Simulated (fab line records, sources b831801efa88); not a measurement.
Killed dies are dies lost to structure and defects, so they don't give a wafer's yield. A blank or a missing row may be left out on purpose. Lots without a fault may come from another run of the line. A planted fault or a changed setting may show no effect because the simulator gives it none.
fab line records | flow sky130
record lots=12 wafers=34 last_day=51
route steps=708 shown VIA2@509 VIA3@582 METAL4@600 PAD_OPEN@708
lots that met no fault: from a run of the same line without faults
start_h: hours from the record's first day to the start of the lot's first wafer shown | wait_h: hours since the lot's step before | " the same as in the row above | L1.1+2: a row that stands for several wafers | - no value, or no start given | * or withheld: withheld | < > ~ a bound
route shown NAME@n: a module of which the file shows steps, and the number in the route of the first | usual: mean/standard deviation of fault-free wafers | same: alike in all rows | chamber/n: place in a boat | sites: the reading at each site | _std_site: their standard deviation | _edge_site: outer sites' mean less inner sites' | radius_mm: how far each site lies from the wafer's centre | mask NAME#n: copy n | behind: the tool/chamber that last shaped the wafer | hold: why the lot was held/for how many hours/how that ended | device: the transistor (n, p or np) that didn't switch | end of line: the same wafers' tests at the end of the route | a step without rows: its recipe alone | killed: dies lost to structure and defects at the first sort, not the wafer's yield | map: a wafer's dies, x killed, . not, _ none there
set.NAME: the setting as run; set.NAME@STEP: as run at that earlier step | model.NAME: the simulator's own value behind a step, which no gauge read
steps of the route over a sample of lots; a table a step, a row a wafer
services: from which hour (start_h, from the record's first day; less than 0 if before it) a tool's chamber was out of use, for how many hours, and why
## steps
# step SKY_VIA2_CMP_02
# recipe material=SiO2 down_force_psi=4 platen_rpm=60 pad_velocity_m_s=0.94248
# usual motor_current_A=11.9/1.3
# columns lot.wafer tool chamber start_h wait_h motor_current_A
L323.1 cmp-01 1 866.83 0.1 12.1
L323.4 " 2 " " 11.4
L323.6 " 1 " " 11.6
L326.3 cmp-01 0 881.26 0.0 15.1
L326.1 " 3 " " 11.2
L326.6 " 0 " " 14.6
L329.3 cmp-02 3 892.29 0.0 11.6
L329.2 " 1 " " 11.7
L329.1 " 2 " " 12.1
L328.4 cmp-02 0 893.60 0.1 10.4
L328.2 " 2 " " 12.0
L328.5 " 3 " " 11.7
L332.4 cmp-01 3 917.75 0.0 11.6
L332.1 " 1 " " 12.0
L332.6 " 0 " " 14.5
L333.1 cmp-02 0 926.24 0.1 9.8
L333.4 " 2 " " 12.0
L333.5 " 0 " " 10.6
L335.3 cmp-01 2 940.04 0.1 10.6
L335.6 " 1 " " 11.3
L334.1 cmp-01 0 943.80 0.3 14.5
L334.2 " 2 " " 11.4
L336.3 cmp-01 1 945.08 0.4 12.5
L336.4 " 2 " " 10.8
L336.5 " 1 " " 12.1
L337.1 cmp-02 1 957.16 0.3 11.6
L337.2 " 2 " " 12.9
L337.5 " 1 " " 11.6
L343.4 cmp-01 2 991.15 0.0 11.0
L343.1 " 3 " " 11.9
L343.5 " 2 " " 11.0
L345.1 cmp-01 0 1007.15 0.1 15.6
L345.3 " 1 " " 11.4
L345.4 " 3 " " 11.5
# step SKY_VIA3_EXPOSE_09
# recipe mask_id=VIM3 na=0.8 source_shape=annular sigma_inner=0.55 sigma_outer=0.85 target_cd_nm=200 dose_mj=38
# usual stage_vel_mm_s=500.02/0.26
# columns lot.wafer tool chamber start_h wait_h mask stage_vel_mm_s
L323.1 krf_scanner-02 0 962.46 - VIM3#0 500.17
L323.4 " 0 " " VIM3#0 500.46
L323.6 " 0 " " VIM3#0 500.51
L326.1 krf_scanner-01 0 976.85 - VIM3#0 500.05
L326.3 " 0 " " VIM3#0 500.09
L326.6 " 0 " " VIM3#0 500.34
L329.1 krf_scanner-01 0 985.17 - VIM3#0 499.93
L329.2 " 0 " " VIM3#0 500.29
L329.3 " 0 " " VIM3#0 499.64
L328.2 krf_scanner-02 0 987.28 - VIM3#0 499.99
L328.4 " 0 " " VIM3#0 499.38
L328.5 " 0 " " VIM3#0 499.76
L332.1 krf_scanner-01 0 1007.21 - VIM3#0 499.37
L332.4 " 0 " " VIM3#0 499.75
L332.6 " 0 " " VIM3#0 499.60
L333.1 krf_scanner-01 0 1016.67 - VIM3#0 500.31
L333.4 " 0 " " VIM3#0 499.93
L333.5 " 0 " " VIM3#0 500.01
L335.3 krf_scanner-02 0 1029.59 - VIM3#0 500.32
L335.6 " 0 " " VIM3#0 500.07
L334.1 krf_scanner-02 0 1031.43 - VIM3#0 500.14
L334.2 " 0 " " VIM3#0 499.99
L336.3 krf_scanner-01 0 1034.90 - VIM3#0 499.61
L336.4 " 0 " " VIM3#0 500.11
L336.5 " 0 " " VIM3#0 500.02
L337.1 krf_scanner-01 0 1045.53 - VIM3#0 500.08
L337.2 " 0 " " VIM3#0 499.87
L337.5 " 0 " " VIM3#0 499.81
L343.1 krf_scanner-01 0 1076.00 - VIM3#0 500.19
L343.4 " 0 " " VIM3#0 499.57
L343.5 " 0 " " VIM3#0 499.81
L345.1 krf_scanner-01 0 1090.50 - VIM3#0 500.22
L345.3 " 0 " " VIM3#0 500.28
L345.4 " 0 " " VIM3#0 500.47
# step SKY_VIA3_OVL_MEAS_13
# usual VIA3_OVL=0/5.9
# columns lot.wafer tool chamber start_h wait_h VIA3_OVL[nm]
L323.1 overlay-01 - 974.75 0.1 6
L323.4 " - " " 6
L323.6 " - " " 0
L326.1 overlay-02 - 989.05 0.1 -7
L326.3 " - " " -1
L326.6 " - " " -3
L329.1 overlay-02 - 997.55 0.1 -2
L329.2 " - " " 5
L329.3 " - " " -9
L328.2 overlay-01 - 998.91 0.1 -5
L328.4 " - " " -8
L328.5 " - " " -8
L332.1 overlay-02 - 1018.75 0.1 0
L332.4 " - " " 1
L332.6 " - " " -4
L333.1 overlay-02 - 1028.15 0.1 2
L333.4 " - " " 2
L333.5 " - " " 3
L335.3 overlay-02 - 1041.07 0.1 76
L335.6 " - " " 76
L334.1 overlay-02 - 1043.05 0.1 79
L334.2 " - " " 90
L336.3 overlay-02 - 1046.31 0.1 1
L336.4 " - " " -1
L336.5 " - " " -7
L337.1 overlay-02 - 1056.94 0.1 8
L337.2 " - " " 3
L337.5 " - " " 4
L343.1 overlay-02 - 1087.04 0.1 1
L343.4 " - " " 3
L343.5 " - " " 1
L345.1 overlay-01 - 1100.75 0.1 -6
L345.3 " - " " 5
L345.4 " - " " -5
# step SKY_VIA3_THK_MEAS_23
# recipe thk_meas_gauge=xrf reads=W_of_VIA3_CVD_21
# usual VIA3_W_THK=403/6.7
# columns lot.wafer tool chamber start_h wait_h VIA3_W_THK[nm]
L323.1 film_metro-01 - 975.83 0.1 401
L323.4 " - " " 400
L323.6 " - " " 390
L326.1 film_metro-04 - 990.12 0.1 405
L326.3 " - " " 405
L326.6 " - " " 410
L329.1 film_metro-01 - 998.63 0.1 398
L329.2 " - " " 396
L329.3 " - " " 400
L328.2 film_metro-01 - 999.95 0.1 400
L328.4 " - " " 400
L328.5 " - " " 399
L332.1 film_metro-04 - 1019.79 0.1 414
L332.4 " - " " 412
L332.6 " - " " 410
L333.1 film_metro-01 - 1029.19 0.1 396
L333.4 " - " " 402
L333.5 " - " " 394
L335.3 film_metro-02 - 1042.15 0.1 419
L335.6 " - " " 406
L334.1 film_metro-04 - 1044.09 0.1 397
L334.2 " - " " 394
L336.3 film_metro-04 - 1047.36 0.1 398
L336.4 " - " " 393
L336.5 " - " " 397
L337.1 film_metro-04 - 1058.06 0.1 411
L337.2 " - " " 400
L337.5 " - " " 404
L343.1 film_metro-04 - 1088.12 0.1 409
L343.4 " - " " 409
L343.5 " - " " 418
L345.1 film_metro-02 - 1101.82 0.1 411
L345.3 " - " " 401
L345.4 " - " " 406
# step SKY_METAL4_SPUTTER_02
# recipe material=AlCu target_thk_nm=735 power_w=10600 time_s=39.1 chamber_pressure_pa=0.4
# usual cathode_dc_power_W=10600/2.1 throttle_valve_pct=29.9/1
# columns lot.wafer tool chamber start_h wait_h cathode_dc_power_W throttle_valve_pct
L323.1 pvd_sputter-04 - 976.23 0.0 10599 30.7
L323.4 " - " " 10597 29.1
L323.6 " - " " 10598 30.4
L326.1 pvd_sputter-04 - 990.53 0.0 10601 30.3
L326.3 " - " " 10600 30.6
L326.6 " - " " 10600 30.6
L329.1 pvd_sputter-02 - 999.04 0.0 10601 31.6
L329.2 " - " " 10598 31.2
L329.3 " - " " 10603 28.5
L328.2 pvd_sputter-03 - 1000.35 0.0 10595 29.5
L328.4 " - " " 10599 29.5
L328.5 " - " " 10600 28.6
L332.1 pvd_sputter-02 - 1020.20 0.0 10595 31.8
L332.4 " - " " 10599 31.4
L332.6 " - " " 10598 31.3
L333.1 pvd_sputter-03 - 1029.60 0.0 10599 29.6
L333.4 " - " " 10601 29.8
L333.5 " - " " 10600 29.7
L335.3 pvd_sputter-03 - 1042.53 0.0 10600 29.9
L335.6 " - " " 10601 29.9
L334.1 pvd_sputter-02 - 1044.50 0.0 10599 28.6
L334.2 " - " " 10602 31.4
L336.3 pvd_sputter-03 - 1047.74 0.0 10600 29.9
L336.4 " - " " 10602 29.4
L336.5 " - " " 10596 29.9
L337.1 pvd_sputter-03 - 1058.47 0.0 10596 29.6
L337.2 " - " " 10603 29.7
L337.5 " - " " 10604 29.5
L343.1 pvd_sputter-04 - 1088.52 0.0 10600 29.1
L343.4 " - " " 10601 29.7
L343.5 " - " " 10602 29.7
L345.1 pvd_sputter-03 - 1102.23 0.0 10598 30.0
L345.3 " - " " 10598 29.8
L345.4 " - " " 10600 29.7
# step SKY_PAD_OPEN_PROBE_99
# usual defect_limited_yield=82.5/1.9 killed_at_M0_to_M3=43/6.8 killed_at_M4_up=3.2/2 killed_at_contacts=24/5.3 killed_at_front_end=16/4.4 killed_at_other=0.3/0.54 killed_dies=86/9.4 killed_open=48/6.6 killed_short=38/6.5 sort_bin_3_pad_short=0.8/0.4 sort_bin_5_function=10.4/1.5 sort_bin_6_memory=6.3/1.2 sort_n_pass=406/9.4 sort_yield_pct=82.5/1.9
# same gross_dies=492 killed_at_back_side=0 sort_bin_4_leakage[%]=0 sort_bin_8_speed[%]=0
# columns lot.wafer tool chamber start_h wait_h defect_limited_yield[%] killed_at_M0_to_M3 killed_at_M4_up killed_at_contacts killed_at_front_end killed_at_other killed_dies killed_open killed_short sort_bin_3_pad_short[%] sort_bin_5_function[%] sort_bin_6_memory[%] sort_n_pass sort_yield_pct[%]
L334.1 prober-02 - 1174.60 0.1 82.7 42 2 24 17 0 85 51 33 0.6 8.9 7.7 407 82.7
L334.2 prober-02 - 1174.65 0.1 84.1 51 0 14 13 0 78 43 34 1.6 9.1 5.1 414 84.1
L336.3 prober-01 - 1178.33 0.2 78.5 57 5 30 14 0 106 52 53 1.0 11.2 9.3 386 78.5
L336.5 prober-01 - 1178.43 0.2 78.5 50 5 32 19 0 106 60 45 0.8 11.8 8.9 386 78.5
L337.1 prober-02 - 1186.84 0.1 82.7 43 5 18 18 1 85 42 43 0.2 11.8 5.3 407 82.7
L337.2 prober-02 - 1186.89 0.1 85.6 32 2 17 19 1 71 33 37 0.4 8.7 5.3 421 85.6
L337.5 prober-02 - 1187.04 0.2 81.7 49 1 26 14 0 90 51 39 0.4 11.0 6.9 402 81.7
# killed by level:class
L334.1 VIA1:geometric_particle:open=10 LI_CONTACT:geometric_particle:open=8 VIA3:geometric_particle:open=8 CONTACT:geometric_particle:open=7 VIA2:geometric_particle:open=7 LOCAL_INTERCONNECT:geometric_particle:short=6 POLY_GATE:geometric_particle:short=5 FIELD_ISO:geometric_particle:short=4
L334.2 VIA1:geometric_particle:open=10 VIA3:geometric_particle:open=9 METAL2:geometric_particle:short=7 CONTACT:geometric_particle:open=6 VIA1:geometric_particle:short=6 FIELD_ISO:geometric_particle:open=4 LOCAL_INTERCONNECT:geometric_particle:short=4 METAL1:geometric_particle:short=4
L336.3 VIA1:geometric_particle:open=14 CONTACT:geometric_particle:open=11 METAL1:geometric_particle:short=7 LI_CONTACT:geometric_particle:open=7 LOCAL_INTERCONNECT:geometric_particle:short=7 VIA1:geometric_particle:short=6 METAL2:geometric_particle:short=6 VIA2:geometric_particle:open=6
L336.5 CONTACT:geometric_particle:open=18 VIA1:geometric_particle:open=13 LI_CONTACT:geometric_particle:open=7 FIELD_ISO:geometric_particle:short=6 FIELD_ISO:geometric_particle:open=6 VIA2:geometric_particle:short=6 VIA1:geometric_particle:short=5 METAL1:geometric_particle:short=5
L337.1 CONTACT:geometric_particle:open=10 METAL2:geometric_particle:short=9 VIA3:geometric_particle:open=9 METAL1:geometric_particle:short=8 VIA2:geometric_particle:open=8 POLY_GATE:geometric_particle:short=7 LI_CONTACT:geometric_particle:open=4 FIELD_ISO:geometric_particle:short=3
L337.2 VIA1:geometric_particle:open=8 FIELD_ISO:geometric_particle:short=6 LI_CONTACT:geometric_particle:open=5 METAL1:geometric_particle:short=5 VIA2:geometric_particle:open=5 POLY_GATE:geometric_particle:short=4 POLY_GATE:geometric_particle:open=3 POLY_CUT:geometric_particle:open=3
L337.5 VIA1:geometric_particle:open=11 LI_CONTACT:geometric_particle:open=9 VIA1:geometric_particle:short=8 VIA2:geometric_particle:open=8 CONTACT:geometric_particle:open=7 METAL1:geometric_particle:short=6 METAL2:geometric_particle:short=6 CONTACT:geometric_particle:short=5
## services
# columns tool chamber start_h hours kind
krf_scanner-01 - 844.34 0.5 repair
cmp-01 - 847.83 5.3 repair
krf_scanner-01 - 862.74 0.8 pm
krf_scanner-01 - 868.88 1.0 pm
krf_scanner-01 - 875.00 0.4 repair
krf_scanner-01 - 901.80 1.3 pm
pvd_sputter-03 - 911.46 1.9 repair
cmp-01 - 912.00 4.0 pm
krf_scanner-01 - 918.71 0.8 repair
cmp-01 - 919.43 2.0 repair
cmp-01 - 928.16 4.4 repair
cmp-02 - 936.58 9.3 repair
cmp-01 - 955.60 25.6 pm
cmp-02 - 981.53 7.5 pm
krf_scanner-01 - 1028.52 4.4 pm
krf_scanner-01 - 1032.89 0.8 pm
krf_scanner-01 - 1038.28 1.0 pm
cmp-01 - 1041.34 0.7 repair
cmp-01 - 1067.99 4.4 pm
krf_scanner-01 - 1077.70 1.3 pm
pvd_sputter-03 - 1079.74 1.5 repair
cmp-02 - 1082.39 0.8 repair
cmp-02 - 1088.90 4.0 pm
cmp-02 - 1092.95 2.3 repair
## key
first_sign step=SKY_VIA3_OVL_MEAS_13 reading=VIA3_OVL direction=up sigmas=14 usual=0 struck=80
effect none on later readings
met_at SKY_VIA3_EXPOSE_09
struck_lots L334,L335
not_acting_at SKY_VIA2_CMP_02,SKY_VIA3_THK_MEAS_23,SKY_METAL4_SPUTTER_02
onset_between 987.28 1029.59
fault kind=scanner_matching_overlay tool=krf_scanner-02 chamber=- onset_h=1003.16 steps=SKY_VIA3_EXPOSE_09 offset=82.789
